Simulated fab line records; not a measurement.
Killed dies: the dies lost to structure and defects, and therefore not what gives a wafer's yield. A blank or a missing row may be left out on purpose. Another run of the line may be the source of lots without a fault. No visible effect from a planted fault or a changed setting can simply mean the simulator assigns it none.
Which of the tools did it?	flow sky130	42 wafers from 14 lots sampled at 2 of the route's 708 steps

== WHAT THE GAUGES READ, wafer by wafer ==
Not one reading of a measure or inspect step in the record can be checked against a usual standard deviation.

== EACH LOT AND THE TOOL THAT RAN IT (in order: tool; ch and the chambers of the sampled wafers; start) ==
lot	SKY_VT_ADJUST_NCORE_COAT_02	SKY_VT_ADJUST_NCORE_STRIP_10
L932	litho_track-02 ch 0, day 8 04:49	plasma_asher-03 ch 0,1, day 8 16:14
L933	litho_track-03 ch 0, day 8 12:05	plasma_asher-03 ch 0,1, day 8 22:25
L935	litho_track-01 ch 0, day 9 06:34	plasma_asher-03 ch 0,1, day 9 17:46
L936	litho_track-03 ch 0, day 9 10:42	plasma_asher-01 ch 0,1, day 9 22:01
L937	litho_track-01 ch 0, day 9 17:47	plasma_asher-01 ch 0,1, day 10 05:56
L938	litho_track-01 ch 0, day 9 19:34	plasma_asher-01 ch 0,1, day 10 07:32
L939	litho_track-01 ch 0, day 10 06:14	plasma_asher-03 ch 0,1, day 10 17:57
L942	litho_track-03 ch 0, day 11 01:48	plasma_asher-03 ch 0,1, day 11 14:20
L943	litho_track-02 ch 0, day 11 11:32	plasma_asher-03 ch 0,1, day 11 23:36
L947	litho_track-03 ch 0, day 12 21:27	plasma_asher-03 ch 0, day 13 10:14
L948	litho_track-03 ch 0, day 13 01:56	plasma_asher-03 ch 0,1, day 13 15:13
L949	litho_track-01 ch 0, day 13 08:41	plasma_asher-04 ch 0,1, day 13 21:25
L954	litho_track-02 ch 0, day 14 14:58	plasma_asher-04 ch 0,1, day 15 03:32
L955	litho_track-01 ch 0, day 14 21:55	plasma_asher-03 ch 0,1, day 15 12:02
- SKY_VT_ADJUST_NCORE_COAT_02: resist thk 1140 nm.
- SKY_VT_ADJUST_NCORE_STRIP_10: strips in O2/N2.

== AS READ BY THE TOOLS THEMSELVES (means over the sampled wafers that have a number; for cases with no such wafer, the mark the record gives instead) ==
SKY_VT_ADJUST_NCORE_STRIP_10. Usual: drypump_motor_current_A 6.1 A, standard deviation 0.47; o2_flow_sccm 2999 sccm, standard deviation 9.5; oes_product_au 0.716 a.u., standard deviation 0.0047; strip_time_to_endpoint_s 14.18 s, standard deviation 0.042.
lot	tool	drypump_motor_current_A (A)	o2_flow_sccm (sccm)	oes_product_au (a.u.)	strip_time_to_endpoint_s (s)	flag
L932	plasma_asher-03	6.0	2994	0.717	14.16	
L933	plasma_asher-03	6.4	3009	0.718	14.13	
L935	plasma_asher-03	6.0	2986	0.714	14.17	
L936	plasma_asher-01	5.3	3007	0.714	14.21	
L937	plasma_asher-01	5.4	2993	0.715	14.13	
L938	plasma_asher-01	5.3	3000	0.713	14.19	
L939	plasma_asher-03	6.3	3002	0.713	14.15	
L942	plasma_asher-03	6.0	3006	0.713	14.23	
L943	plasma_asher-03	6.0	3009	0.721	14.16	
L947	plasma_asher-03	5.7	3001	0.714	13.90	OFF
L948	plasma_asher-03	6.0	2996	0.719	13.82	OFF
L949	plasma_asher-04	6.2	2999	0.714	14.14	
L954	plasma_asher-04	6.3	3007	0.714	14.20	
L955	plasma_asher-03	6.0	3002	0.721	14.13	

== THE ANSWER, worked out from the rows above alone ==
Rule: lot off if the mean of its wafers having a number is beyond 3 standard deviations from the usual mean. A lot without any number at a reading at which 4 lots or more have one is off too. All remaining lots with rows at the step are treated as sound. After the gauges, taken in route order, come the tools' own readings; for these a lot's mean is taken, as printed above. The first step at which some lot is off is used, and at that step the reading that is off furthest; a lot without a number counts as furthest.
Off at SKY_VT_ADJUST_NCORE_STRIP_10 (strip_time_to_endpoint_s): L947, L948.
If a tool, at that step or one of the process steps before it, ran each lot that is off and ran no sound lot following the first of them, it fits. One fits: litho_track-03 at SKY_VT_ADJUST_NCORE_COAT_02. A fault onset in the window from L942 (day 11 01:48, its last sound lot) to L947 (day 12 21:27, its first lot off) fits.

== WHAT THE SIMULATOR HAD PUT IN ==
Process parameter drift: litho_track-03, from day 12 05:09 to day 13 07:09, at SKY_VT_ADJUST_NCORE_COAT_02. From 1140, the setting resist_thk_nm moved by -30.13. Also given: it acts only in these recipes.
Lots struck among those shown: L947, L948. The rule above found the same.
